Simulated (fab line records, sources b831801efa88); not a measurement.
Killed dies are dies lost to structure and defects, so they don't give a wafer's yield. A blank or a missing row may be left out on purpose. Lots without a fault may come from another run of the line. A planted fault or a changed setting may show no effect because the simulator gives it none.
Which tool did it? | flow sky130 | 12 lots, 36 wafers sampled, at 1 step of a route of 708

WHAT THE GAUGES READ, wafer by wafer
SKY_FIELD_ISO_BOW_MEAS_00.
lot  | measured    | on            | INCOMING_BOW (um)
L075 | day 1 15:01 | film_metro-01 | -2 -5 -1
L077 | day 2 01:00 | film_metro-01 | -9 -1 3
L079 | day 2 11:00 | film_metro-04 | -1 6 2
L081 | day 2 21:02 | film_metro-02 | 8 -5 -6
L083 | day 3 07:00 | film_metro-02 | -2 7 -4
L085 | day 3 17:00 | film_metro-01 | -7 3 2
L087 | day 4 03:00 | film_metro-02 | -9 4 -2
L089 | day 4 13:00 | film_metro-01 | -2 10 2
L091 | day 4 23:00 | film_metro-02 | -9 3 0
L093 | day 5 09:02 | film_metro-01 | 11 -2 -10
L095 | day 5 19:01 | film_metro-01 | -4 5 5
L097 | day 6 05:00 | film_metro-02 | -3 3 1

WHICH TOOL RAN EACH LOT (tool, then ch and the chambers of the sampled wafers, then the start)
The record holds no process step before these readings.

THE ANSWER, worked out from the rows above alone
Rule: what is usual is taken from the lots themselves. Put in order of their means at a reading, lots are off if they are a third of the lots or fewer, leave a main group of 4 or more, and stand apart from it by a gap of 3 or more times the standard deviation of the main group's means; of several such gaps the widest counts. A main group whose means are all the same, to the digits that the tables above print for the reading, isn't used. A lot without any number at a reading at which 4 lots or more have one is off too. The other lots that the step has rows for count as sound.
No lot is off at any reading shown: from this, nothing can be told.

WHAT THE SIMULATOR HAD PUT IN
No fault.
